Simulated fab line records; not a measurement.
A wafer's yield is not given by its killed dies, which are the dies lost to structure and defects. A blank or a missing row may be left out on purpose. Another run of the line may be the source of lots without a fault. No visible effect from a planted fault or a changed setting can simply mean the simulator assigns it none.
Which tool did it? :: flow gf180mcu :: 14 lots, 40 wafers sampled, at 6 steps of a route of 602

## WHAT THE GAUGES SHOWED, per wafer
GF_NWELL_TW_MEAS_11. Usual: for NWELL_TW the level is 1572 and the standard deviation is 13.
lot: L766
measured: day 3 12:08
on: film-metro-04
NWELL_TW: 1589 1575 1583
flag: 

lot: L767
measured: day 3 17:21
on: film-metro-04
NWELL_TW: 1588 1579 1590
flag: 

lot: L768
measured: day 3 22:18
on: film-metro-02
NWELL_TW: 1580 1579 1583
flag: 

lot: L769
measured: day 4 07:01
on: film-metro-04
NWELL_TW: 1579 1577 1577
flag: 

lot: L770
measured: day 4 09:51
on: film-metro-02
NWELL_TW: 1578 1590 1573
flag: 

lot: L771
measured: day 4 16:30
on: film-metro-02
NWELL_TW: 1584 1574 1580
flag: 

lot: L772
measured: day 4 22:11
on: film-metro-02
NWELL_TW: 1583 1580 1589
flag: 

lot: L773
measured: day 5 01:30
on: film-metro-02
NWELL_TW: 1587 1590 1588
flag: 

lot: L774
measured: day 5 08:04
on: film-metro-03
NWELL_TW: 1548 1543 1542
flag: 

lot: L775
measured: day 5 15:24
on: film-metro-02
NWELL_TW: 1582 1582 1587
flag: 

lot: L777
measured: day 6 02:29
on: film-metro-02
NWELL_TW: 1589 1591 1585
flag: 

lot: L778
measured: day 6 07:24
on: film-metro-03
NWELL_TW: 1557 1560 1552
flag: 

lot: L782
measured: day 7 05:26
on: film-metro-03
NWELL_TW: 1561 1525
flag: 

lot: L785
measured: day 7 21:07
on: film-metro-03
NWELL_TW: 1551 1531
flag: 

GF_LVPWELL_OVL_MEAS_07. Usual: for LVPWELL_OVL the level is -0.1 nm and the standard deviation is 1.3.
lot: L766
measured: day 4 01:04
on: overlay-01
LVPWELL_OVL (nm): -0.7 -0.1 0.2
flag: 

lot: L767
measured: day 4 06:40
on: overlay-02
LVPWELL_OVL (nm): -1.9 -1.3 -0.9
flag: 

lot: L768
measured: day 4 11:01
on: overlay-01
LVPWELL_OVL (nm): -1.2 -1.0 -2.0
flag: 

lot: L769
measured: day 4 20:31
on: overlay-01
LVPWELL_OVL (nm): 2.1 3.0 2.9
flag: 

lot: L770
measured: day 4 23:28
on: overlay-01
LVPWELL_OVL (nm): 0.1 2.4 1.0
flag: 

lot: L771
measured: day 5 06:34
on: overlay-01
LVPWELL_OVL (nm): 2.2 1.3 0.8
flag: 

lot: L772
measured: day 5 12:16
on: overlay-01
LVPWELL_OVL (nm): -1.8 -1.0 -1.4
flag: 

lot: L773
measured: day 5 16:13
on: overlay-02
LVPWELL_OVL (nm): -1.5 -2.5 -2.4
flag: 

lot: L774
measured: day 5 22:10
on: overlay-01
LVPWELL_OVL (nm): 0.6 0.2 1.1
flag: 

lot: L775
measured: day 6 05:52
on: overlay-01
LVPWELL_OVL (nm): 0.8 0.2 -0.1
flag: 

lot: L777
measured: day 6 17:41
on: overlay-02
LVPWELL_OVL (nm): -1.5 -0.3 1.1
flag: 

lot: L778
measured: day 6 22:22
on: overlay-02
LVPWELL_OVL (nm): 1.2 0.7 1.3
flag: 

lot: L782
measured: day 7 21:20
on: overlay-01
LVPWELL_OVL (nm): -2.5 -2.2
flag: 

lot: L785
measured: day 8 13:11
on: overlay-02
LVPWELL_OVL (nm): 0.1 -0.3
flag: 

GF_VT_IMPLANT_RS_MEAS_47: measures by four-point-probe. Usual: for NWELL_RS the level is 488.2 ohm/sq and the standard deviation is 1.3.
lot: L766
measured: day 7 19:50
on: film-metro-04
NWELL_RS (ohm/sq): 489.9 489.5 489.1
flag: 

lot: L767
measured: day 8 02:26
on: film-metro-04
NWELL_RS (ohm/sq): 488.3 490.0 489.9
flag: 

lot: L768
measured: day 8 07:34
on: film-metro-03
NWELL_RS (ohm/sq): 489.2 489.2 489.2
flag: 

lot: L769
measured: day 8 18:23
on: film-metro-04
NWELL_RS (ohm/sq): 490.5 490.5 489.4
flag: 

lot: L770
measured: day 8 23:35
on: film-metro-03
NWELL_RS (ohm/sq): 488.6 486.8 488.8
flag: 

lot: L771
measured: day 9 05:28
on: film-metro-04
NWELL_RS (ohm/sq): 487.1 488.0 487.8
flag: 

lot: L772
measured: day 9 11:32
on: film-metro-03
NWELL_RS (ohm/sq): 487.5 486.4 487.2
flag: 

lot: L773
measured: day 9 19:20
on: film-metro-02
NWELL_RS (ohm/sq): 489.5 488.6 487.6
flag: 

lot: L774
measured: day 10 01:07
on: film-metro-03
NWELL_RS (ohm/sq): 488.3 489.2 489.1
flag: 

lot: L775
measured: day 10 11:38
on: film-metro-02
NWELL_RS (ohm/sq): 486.9 485.9 486.2
flag: 

lot: L777
measured: day 10 22:11
on: film-metro-03
NWELL_RS (ohm/sq): 486.8 486.4 487.4
flag: 

lot: L778
measured: day 11 05:38
on: film-metro-02
NWELL_RS (ohm/sq): 489.4 488.4 487.7
flag: 

lot: L782
measured: day 12 08:23
on: film-metro-04
NWELL_RS (ohm/sq): 489.7 505.6
flag: OFF

lot: L785
measured: day 13 03:20
on: film-metro-04
NWELL_RS (ohm/sq): 487.7 505.2
flag: OFF

GF_M2_CD_MEAS_14: target cd 280 nm. Usual: cd-nm 279.7 nm, standard deviation 1.5.
lot: L766
measured: day 19 15:55
on: cd-sem-02
cd-nm (nm): 282.7 282.8 282.4
flag: 

lot: L767
measured: day 20 03:06
on: cd-sem-01
cd-nm (nm): 279.3 277.9 279.3
flag: 

lot: L768
measured: day 20 05:46
on: cd-sem-01
cd-nm (nm): 279.8 279.2 281.1
flag: 

lot: L769
measured: day 20 21:40
on: cd-sem-01
cd-nm (nm): 278.9 278.4 280.7
flag: 

lot: L770
measured: day 21 05:24
on: cd-sem-02
cd-nm (nm): 278.9 279.5 279.6
flag: 

lot: L771
measured: day 21 13:25
on: cd-sem-02
cd-nm (nm): 279.3 279.0 279.8
flag: 

lot: L772
measured: day 21 17:12
on: cd-sem-02
cd-nm (nm): 277.3 278.3 277.8
flag: 

lot: L773
measured: day 22 12:50
on: cd-sem-02
cd-nm (nm): 281.8 281.0 282.0
flag: 

lot: L774
measured: day 22 16:24
on: cd-sem-02
cd-nm (nm): 277.3 278.7 277.7
flag: 

lot: L775
measured: day 23 00:55
on: cd-sem-01
cd-nm (nm): 279.3 279.1 279.1
flag: 

lot: L777
measured: day 23 13:49
on: cd-sem-02
cd-nm (nm): 279.6 280.2 279.5
flag: 

lot: L778
measured: day 23 22:48
on: cd-sem-01
cd-nm (nm): 279.8 279.6 281.0
flag: 

lot: L782
measured: day 25 13:19
on: cd-sem-01
cd-nm (nm): 280.3 280.9
flag: 

lot: L785
measured: day 26 03:43
on: cd-sem-01
cd-nm (nm): 281.9 282.1
flag: 

## WHAT TOOL EACH LOT RAN ON (gives the tool, then ch and the chambers of the sampled wafers, and finally the start)
lot: L766
GF_NWELL_IMPLANT_08: implanter-03 ch 0, day 3 11:44
GF_V1_CVD_02: pecvd-01 ch 0,1, day 17 14:19

lot: L767
GF_NWELL_IMPLANT_08: implanter-03 ch 0, day 3 16:57
GF_V1_CVD_02: pecvd-03 ch 1,2, day 18 00:21

lot: L768
GF_NWELL_IMPLANT_08: implanter-02 ch 0, day 3 21:54
GF_V1_CVD_02: pecvd-01 ch 0,1,2, day 18 03:02

lot: L769
GF_NWELL_IMPLANT_08: implanter-03 ch 0, day 4 06:37
GF_V1_CVD_02: pecvd-03 ch 1,2, day 18 18:20

lot: L770
GF_NWELL_IMPLANT_08: implanter-01 ch 0, day 4 09:27
GF_V1_CVD_02: pecvd-03 ch 1,2, day 19 02:11

lot: L771
GF_NWELL_IMPLANT_08: implanter-01 ch 0, day 4 16:07
GF_V1_CVD_02: pecvd-03 ch 0,2, day 19 11:29

lot: L772
GF_NWELL_IMPLANT_08: implanter-02 ch 0, day 4 21:47
GF_V1_CVD_02: pecvd-01 ch 1,2, day 19 15:32

lot: L773
GF_NWELL_IMPLANT_08: implanter-01 ch 0, day 5 01:06
GF_V1_CVD_02: pecvd-02 ch 0,1, day 20 11:17

lot: L774
GF_NWELL_IMPLANT_08: implanter-01 ch 0, day 5 07:42
GF_V1_CVD_02: pecvd-01 ch 1,2, day 20 15:07

lot: L775
GF_NWELL_IMPLANT_08: implanter-01 ch 0, day 5 15:00
GF_V1_CVD_02: pecvd-02 ch 1,2, day 20 23:57

lot: L777
GF_NWELL_IMPLANT_08: implanter-01 ch 0, day 6 02:07
GF_V1_CVD_02: pecvd-01 ch 0,1,2, day 21 13:02

lot: L778
GF_NWELL_IMPLANT_08: implanter-01 ch 0, day 6 07:00
GF_V1_CVD_02: pecvd-01 ch 0,1,2, day 21 23:52

lot: L782
GF_NWELL_IMPLANT_08: implanter-01 ch 0, day 7 05:05
GF_V1_CVD_02: pecvd-01 ch 1,2, day 23 15:04

lot: L785
GF_NWELL_IMPLANT_08: implanter-01 ch 0, day 7 20:44
GF_V1_CVD_02: pecvd-01 ch 1,2, day 24 06:19
- GF_NWELL_IMPLANT_08
- GF_V1_CVD_02: deposits SiO2 from TEOS, target thk 850 nm, time 94.851 s.

## WHAT THE TOOLS THEMSELVES READ (means of the sampled wafers that have a number; where no wafer has one, the mark that the record gives instead)
GF_NWELL_IMPLANT_08. Usual: faraday-current-uA 84.6, standard deviation 1.8.
lot: L766
tool: implanter-03
faraday-current-uA: 84.6
flag: 

lot: L767
tool: implanter-03
faraday-current-uA: 86.6
flag: 

lot: L768
tool: implanter-02
faraday-current-uA: 84.3
flag: 

lot: L769
tool: implanter-03
faraday-current-uA: 85.4
flag: 

lot: L770
tool: implanter-01
faraday-current-uA: 85.4
flag: 

lot: L771
tool: implanter-01
faraday-current-uA: 84.6
flag: 

lot: L772
tool: implanter-02
faraday-current-uA: 83.1
flag: 

lot: L773
tool: implanter-01
faraday-current-uA: 84.6
flag: 

lot: L774
tool: implanter-01
faraday-current-uA: 86.3
flag: 

lot: L775
tool: implanter-01
faraday-current-uA: 85.3
flag: 

lot: L777
tool: implanter-01
faraday-current-uA: 85.2
flag: 

lot: L778
tool: implanter-01
faraday-current-uA: 83.6
flag: 

lot: L782
tool: implanter-01
faraday-current-uA: 82.8
flag: 

lot: L785
tool: implanter-01
faraday-current-uA: 84.7
flag: 

GF_V1_CVD_02. Usual: heater-power-w 616 W, standard deviation 150.
lot: L766
tool: pecvd-01
heater-power-w (W): 594
flag: 

lot: L767
tool: pecvd-03
heater-power-w (W): 741
flag: 

lot: L768
tool: pecvd-01
heater-power-w (W): 604
flag: 

lot: L769
tool: pecvd-03
heater-power-w (W): 642
flag: 

lot: L770
tool: pecvd-03
heater-power-w (W): 677
flag: 

lot: L771
tool: pecvd-03
heater-power-w (W): 831
flag: 

lot: L772
tool: pecvd-01
heater-power-w (W): 624
flag: 

lot: L773
tool: pecvd-02
heater-power-w (W): 438
flag: 

lot: L774
tool: pecvd-01
heater-power-w (W): 628
flag: 

lot: L775
tool: pecvd-02
heater-power-w (W): 661
flag: 

lot: L777
tool: pecvd-01
heater-power-w (W): 587
flag: 

lot: L778
tool: pecvd-01
heater-power-w (W): 578
flag: 

lot: L782
tool: pecvd-01
heater-power-w (W): 560
flag: 

lot: L785
tool: pecvd-01
heater-power-w (W): 542
flag: 

## THE ANSWER, worked out from the rows above alone
Rule: lot off if the mean of its wafers having a number is beyond 3 standard deviations from the usual mean. Also off: a lot with no number at a reading for which 4 or more lots have one. Any other lot the step has rows for is counted as sound. Order of review: gauges by route order, followed by the tools' own readings, for which a lot's mean as printed above is used. The first step at which some lot is off is used, and at that step the reading that is off furthest; a lot without a number counts as furthest.
Off: L782, L785, seen at GF_VT_IMPLANT_RS_MEAS_47 (NWELL_RS).
A tool fits if, at a process step before that reading, it ran every lot that is off, and no sound lot after the first of them. The gauges at GF_VT_IMPLANT_RS_MEAS_47 are tried like those tools. Can't be told from this: 2 tools fit, implanter-01 at GF_NWELL_IMPLANT_08, film-metro-04 at GF_VT_IMPLANT_RS_MEAS_47.

## WHAT HAD BEEN PUT IN BY THE SIMULATOR
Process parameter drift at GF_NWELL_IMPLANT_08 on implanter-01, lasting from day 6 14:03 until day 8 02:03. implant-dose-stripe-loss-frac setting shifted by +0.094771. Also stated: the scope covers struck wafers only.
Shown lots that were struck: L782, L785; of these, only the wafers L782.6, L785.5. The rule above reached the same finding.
